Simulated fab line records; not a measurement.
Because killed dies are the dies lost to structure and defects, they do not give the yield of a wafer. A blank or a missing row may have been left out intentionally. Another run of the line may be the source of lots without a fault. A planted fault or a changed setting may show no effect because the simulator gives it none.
8D (eight disciplines) problem report, filled in by code + flow gf180mcu + the parts of the form that need people (team, actions taken, sign-off) are left out

1. THE ISSUE
chamberPressurePa at GF_V3_SPUTTER_21 reads a mean of 4.770 Pa on 1 wafer of 1 lot; wafers without a fault read 4.999 Pa with a standard deviation of 0.0096. That puts it -24 standard deviations away from the usual mean.
The step: material Ti, target thk 15 nm, time 80.02 s.
The first sign was on wafer L614.4 at day 29 09:07, on pvdSputter-04. The record has a number at this step for 15 wafers belonging to 5 lots. Rule for "out" (also "out of limits"): further than 4 standard deviations from the usual mean. The rest of the wafers with a number are treated as sound.

2. WHAT IT IS AND WHAT IT IS NOT
| question                    | is                | is not                       |
|-----------------------------|-------------------|------------------------------|
| which readings at this step | chamberPressurePa | throttleValvePct             |
| which lots                  | L614              | L595, L598, L601, L602       |
| which wafers of those lots  | L614.4            | L614.2, L614.6               |
| read on which tools         | pvdSputter-04     | pvdSputter-01, pvdSputter-03 |
| when                        | from day 29 09:07 | up to then (14 sound wafers) |

3. SUSPECTS, AND WHAT RULES EACH OUT
Counting: any tool at a process step up to the reading remains a suspect provided it ran every lot that is out. Sound lots after the first of them don't rule it out here, since some wafers of a struck lot are sound.
- rieDiel-01 at GF_V3_ETCH_16 (etches BARC in N2/H2): kept. The lot that is out, L614, ran on it at day 29 08:27; the last sound lot it ran before that was L602, at day 25 09:49.
- rieDiel-01 at GF_V3_ETCH_17 (etches SiO2 in C4F8/O2/Ar, stops on TiN, target depth 635 nm): kept. The lot that is out, L614, ran on it at day 29 08:35; the last sound lot it ran before that was L602, at day 25 09:59. With no start given for some of its lots, GF_V3_ETCH_17 uses the hours and lot order of GF_V3_STRIP_18.
- plasmaAsher-01 at GF_V3_STRIP_18 (strips in O2/N2): kept. The lot that is out, L614, ran on it at day 29 08:35; the last sound lot it ran before that was L598, at day 23 23:44.
- pvdSputter-04 at GF_V3_SPUTTER_21 (material Ti, target thk 15 nm, time 80.02 s): kept. The lot that is out, L614, ran on it at day 29 09:07; the last sound lot it ran before that was L595, at day 23 09:46. Its own chamberPressurePa readings are out on those wafers.
Left after counting: rieDiel-01 at GF_V3_ETCH_16, rieDiel-01 at GF_V3_ETCH_17, plasmaAsher-01 at GF_V3_STRIP_18, pvdSputter-04 at GF_V3_SPUTTER_21.

4. THE CAUSE (what the simulator had put in)
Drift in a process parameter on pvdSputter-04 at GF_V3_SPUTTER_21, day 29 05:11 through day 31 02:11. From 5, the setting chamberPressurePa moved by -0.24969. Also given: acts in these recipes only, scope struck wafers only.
Of the 4 suspects that counting leaves, this tool is one.

5. THE CHAIN OF EFFECTS, in route order
Each row: a reading where the mean over the struck wafers with a number is more than 3 standard deviations away from the usual. Readings are gone through only where the record gives a usual standard deviation; hours: the median, over the lots, of the time from a lot's start at the first step in this table giving one to that lot's start at this step; sigmas: the change measured in usual standard deviations.
| hours | step             | reading           | usual    | on struck wafers | change | sigmas |
|-------|------------------|-------------------|----------|------------------|--------|--------|
| 0     | GF_V3_SPUTTER_21 | chamberPressurePa | 4.999 Pa | 4.770            | -0.229 | -24    |
The process steps in it:
- GF_V3_SPUTTER_21: material Ti, target thk 15 nm, time 80.02 s.

6. WHAT WOULD HAVE CAUGHT IT SOONER
In this record no reading fell out of limits until day 29 09:07, 4 hours after the fault had begun at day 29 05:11.
